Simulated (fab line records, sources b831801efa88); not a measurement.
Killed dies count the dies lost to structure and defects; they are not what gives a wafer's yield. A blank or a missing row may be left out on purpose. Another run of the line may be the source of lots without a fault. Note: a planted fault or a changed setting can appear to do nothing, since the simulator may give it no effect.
Which tool did it?    flow sky130    6 lots, 17 wafers sampled, at 2 steps of a route of 708

WHAT THE GAUGES SHOWED, per wafer
SKY_CAP2M_THK_MEAS_01.
lot   measured      on            CAP2M_CVD_00_THK (nm)
L241  day 40 04:16  filmMetro-02  15.76 15.31 15.93
L245  day 41 06:31  filmMetro-04  15.38 15.81 15.72
L252  day 43 11:55  filmMetro-04  15.47 15.45
L258  day 44 21:57  filmMetro-03  15.39 15.32 15.82
L263  day 46 04:56  filmMetro-04  15.41 15.56 15.99
L262  day 46 08:17  filmMetro-03  15.51 15.24 15.81

WHICH TOOL RAN EACH LOT (tool, then ch and the chambers of the sampled wafers, then the start)
lot   SKY_METAL4_SPUTTER_04
L241  pvdSputter-04, day 40 04:11
L245  pvdSputter-01, day 41 06:26
L252  pvdSputter-01, day 43 11:49
L258  pvdSputter-03, day 44 21:53
L263  pvdSputter-03, day 46 04:52
L262  pvdSputter-03, day 46 08:13
- SKY_METAL4_SPUTTER_04: material TiN, target thk 70 nm, time 58.3 s.

THE ANSWER, worked out from the rows above alone
Rule: the usual values come from the lots themselves. Put in order of their means at a reading, lots are off if they are a third of the lots or fewer, leave a main group of 4 or more, and stand apart from it by a gap of 3 or more times the standard deviation of the main group's means; of several such gaps the widest counts. If all means in a main group match to the digits the tables above print for the reading, that group is not used. Also off: a lot with no number at a reading for which 4 or more lots have one. All remaining lots with rows at the step are treated as sound.
Nothing can be told from this: no lot is off at any reading shown.

WHAT HAD BEEN PUT IN BY THE SIMULATOR
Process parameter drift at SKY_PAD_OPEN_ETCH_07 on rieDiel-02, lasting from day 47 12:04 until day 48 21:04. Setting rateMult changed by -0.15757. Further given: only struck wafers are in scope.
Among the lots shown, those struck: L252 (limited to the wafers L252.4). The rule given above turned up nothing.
